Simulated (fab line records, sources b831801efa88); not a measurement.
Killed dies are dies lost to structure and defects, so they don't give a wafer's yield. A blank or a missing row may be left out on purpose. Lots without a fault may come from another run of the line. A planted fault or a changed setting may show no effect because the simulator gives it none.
Which tool did it? | flow gf180mcu | 12 lots, 36 wafers sampled, at 5 steps of a route of 602

WHAT THE GAUGES READ, wafer by wafer
GF_HV_LDD_OVL_MEAS_20.
lot  | measured     | on         | HV_LDD_01_OVL (nm)
L408 | day 10 19:29 | overlay-02 | 1.1 1.0 1.7
L409 | day 11 02:38 | overlay-01 | 1.6 1.2 2.5
L410 | day 11 17:05 | overlay-01 | 4.0 4.0 2.1
L411 | day 11 19:23 | overlay-02 | 1.4 1.0 1.5
L414 | day 12 20:11 | overlay-01 | -1.2 -0.5 -0.6
L421 | day 14 23:20 | overlay-02 | -0.6 -0.2 -0.5
L424 | day 15 18:02 | overlay-01 | 1.8 2.0 1.2
L425 | day 16 07:05 | overlay-01 | 3.0 2.5 2.4
L426 | day 16 18:58 | overlay-01 | 0.1 -1.2 0.6
L427 | day 17 06:28 | overlay-01 | -1.2 1.1 1.2
L428 | day 17 08:58 | overlay-01 | 0.1 1.1 0.9
L429 | day 17 14:26 | overlay-02 | 1.2 1.5 1.4

GF_HV_LDD_TW_MEAS_50.
lot  | measured     | on            | HV_LDD_4_TW
L408 | day 12 09:51 | film_metro-02 | 566 567 566
L409 | day 12 18:03 | film_metro-02 | 564 568 568
L410 | day 13 10:29 | film_metro-01 | 567 565 566
L411 | day 13 13:04 | film_metro-04 | 579 577 576
L414 | day 14 14:14 | film_metro-02 | 571 572 570
L421 | day 16 20:17 | film_metro-04 | 578 575 577
L424 | day 17 15:55 | film_metro-04 | 575 578 577
L425 | day 18 06:46 | film_metro-04 | 580 579 578
L426 | day 18 19:57 | film_metro-04 | 573 577 578
L427 | day 19 07:31 | film_metro-04 | 572 571 575
L428 | day 19 10:13 | film_metro-01 | 565 564 567
L429 | day 19 15:47 | film_metro-02 | 561 566 563

WHICH TOOL RAN EACH LOT (tool, then ch and the chambers of the sampled wafers, then the start)
lot  | GF_POLY_GATE_ETCH_13             | GF_HV_LDD_STRIP_37                   | GF_HV_LDD_STRIP_49
L408 | rie_si-02 ch 0,1, day 9 04:46    | plasma_asher-03 ch 0,1, day 11 14:52 | plasma_asher-04 ch 0, day 12 09:44
L409 | rie_si-02 ch 0,3, day 9 11:34    | plasma_asher-01 ch 0,1, day 11 22:20 | plasma_asher-03 ch 0,1, day 12 17:58
L410 | rie_si-02 ch 2,3, day 10 02:13   | plasma_asher-03 ch 0,1, day 12 13:35 | plasma_asher-04 ch 0,1, day 13 10:23
L411 | rie_si-02 ch 0,2,3, day 10 05:14 | plasma_asher-01 ch 0,1, day 12 16:12 | plasma_asher-01 ch 0,1, day 13 12:58
L414 | rie_si-01 ch 1,3, day 11 04:28   | plasma_asher-03 ch 0,1, day 13 16:46 | plasma_asher-03 ch 0, day 14 14:07
L421 | rie_si-02 ch 1,3, day 13 02:31   | plasma_asher-03 ch 0,1, day 15 21:23 | plasma_asher-04 ch 0,1, day 16 20:11
L424 | rie_si-02 ch 0,1,2, day 13 23:16 | plasma_asher-01 ch 0,1, day 16 17:19 | plasma_asher-03 ch 0,1, day 17 15:49
L425 | rie_si-01 ch 0,2,3, day 14 08:46 | plasma_asher-03 ch 0,1, day 17 06:56 | plasma_asher-01 ch 0,1, day 18 06:40
L426 | rie_si-02 ch 1,2, day 14 18:58   | plasma_asher-04 ch 0,1, day 17 19:47 | plasma_asher-03 ch 0,1, day 18 19:52
L427 | rie_si-02 ch 0,1,2, day 15 04:22 | plasma_asher-03 ch 0, day 18 06:28   | plasma_asher-04 ch 0,1, day 19 07:25
L428 | rie_si-02 ch 1,2, day 15 08:04   | plasma_asher-03 ch 0,1, day 18 09:58 | plasma_asher-01 ch 0, day 19 10:07
L429 | rie_si-02 ch 1,2, day 15 13:10   | plasma_asher-03 ch 0,1, day 18 14:46 | plasma_asher-04 ch 0, day 19 15:40
- GF_POLY_GATE_ETCH_13: etches poly-Si in HBr/Cl2, stops on SiO2, target depth 198.5 nm, time 69.6 s.
- GF_HV_LDD_STRIP_37: strips in O2/N2.
- GF_HV_LDD_STRIP_49: strips in O2/N2.

WHAT THE TOOLS THEMSELVES READ (means of the sampled wafers that have a number; where no wafer has one, the mark that the record gives instead)
GF_POLY_GATE_ETCH_13.
lot  | tool      | drypump_motor_current_A (A) | oes_product_au (a.u.) | throttle_valve_pct (%)
L408 | rie_si-02 | 6.2                         | 0.990                 | 33.685
L409 | rie_si-02 | 6.1                         | 0.994                 | 33.686
L410 | rie_si-02 | 5.4                         | 0.990                 | 33.692
L411 | rie_si-02 | 5.6                         | 0.988                 | 33.688
L414 | rie_si-01 | 5.8                         | 0.984                 | 33.682
L421 | rie_si-02 | 6.0                         | 0.997                 | 33.682
L424 | rie_si-02 | 5.8                         | 0.989                 | 33.684
L425 | rie_si-01 | 5.9                         | 0.987                 | 33.681
L426 | rie_si-02 | 5.7                         | 0.986                 | 33.686
L427 | rie_si-02 | 5.8                         | 0.981                 | 33.689
L428 | rie_si-02 | 5.7                         | 0.987                 | 33.688
L429 | rie_si-02 | 5.7                         | 0.995                 | 33.686

GF_HV_LDD_STRIP_37.
lot  | tool            | drypump_motor_current_A (A) | heater_power_w (W) | oes_product_au (a.u.) | strip_time_to_endpoint_s (s)
L408 | plasma_asher-03 | 5.9                         | 314                | 0.714                 | 12.64
L409 | plasma_asher-01 | 5.4                         | 338                | 0.712                 | 12.63
L410 | plasma_asher-03 | 6.1                         | 329                | 0.717                 | 12.59
L411 | plasma_asher-01 | 5.4                         | 335                | 0.721                 | 12.58
L414 | plasma_asher-03 | 6.1                         | 325                | 0.959                 | -
L421 | plasma_asher-03 | 5.9                         | 320                | 0.716                 | 12.61
L424 | plasma_asher-01 | 5.5                         | 337                | 0.714                 | 12.63
L425 | plasma_asher-03 | 6.1                         | 319                | 0.719                 | 12.64
L426 | plasma_asher-04 | 5.4                         | 358                | 0.716                 | 12.62
L427 | plasma_asher-03 | 5.6                         | 311                | 0.716                 | 12.56
L428 | plasma_asher-03 | 6.1                         | 324                | 0.715                 | 12.60
L429 | plasma_asher-03 | 6.2                         | 320                | 0.713                 | 12.58

GF_HV_LDD_STRIP_49.
lot  | tool            | drypump_motor_current_A (A) | heater_power_w (W) | oes_product_au (a.u.) | strip_time_to_endpoint_s (s)
L408 | plasma_asher-04 | 5.7                         | 310                | 0.717                 | 12.60
L409 | plasma_asher-03 | 5.8                         | 311                | 0.711                 | 12.63
L410 | plasma_asher-04 | 5.5                         | 360                | 0.716                 | 12.65
L411 | plasma_asher-01 | 5.5                         | 340                | 0.718                 | 12.64
L414 | plasma_asher-03 | 5.6                         | 315                | 0.716                 | 12.79
L421 | plasma_asher-04 | 5.5                         | 354                | 0.717                 | 12.59
L424 | plasma_asher-03 | 5.8                         | 324                | 0.715                 | 12.61
L425 | plasma_asher-01 | 5.4                         | 335                | 0.716                 | 12.68
L426 | plasma_asher-03 | 6.2                         | 319                | 0.719                 | 12.67
L427 | plasma_asher-04 | 5.5                         | 358                | 0.719                 | 12.60
L428 | plasma_asher-01 | 5.6                         | 373                | 0.713                 | 12.69
L429 | plasma_asher-04 | 5.7                         | 311                | 0.719                 | 12.54

THE ANSWER, worked out from the rows above alone
Rule: what is usual is taken from the lots themselves. Put in order of their means at a reading, lots are off if they are a third of the lots or fewer, leave a main group of 4 or more, and stand apart from it by a gap of 3 or more times the standard deviation of the main group's means; of several such gaps the widest counts. A main group whose means are all the same, to the digits that the tables above print for the reading, isn't used. A lot without any number at a reading at which 4 lots or more have one is off too. The other lots that the step has rows for count as sound. The gauges are gone through in route order, then the tools' own readings, and for those a lot's mean is taken as printed above. The first step at which some lot is off is used, and at that step the reading that is off furthest; a lot without a number counts as furthest.
Off: L414, at GF_HV_LDD_STRIP_37 (strip_time_to_endpoint_s). Without a number there: L414. The main group: mean 12.61 s, standard deviation 0.026.
A tool fits if, at that step or a process step before it, it ran every lot that is off, and no sound lot after the first of them. None of those tried fits.

WHAT THE SIMULATOR HAD PUT IN
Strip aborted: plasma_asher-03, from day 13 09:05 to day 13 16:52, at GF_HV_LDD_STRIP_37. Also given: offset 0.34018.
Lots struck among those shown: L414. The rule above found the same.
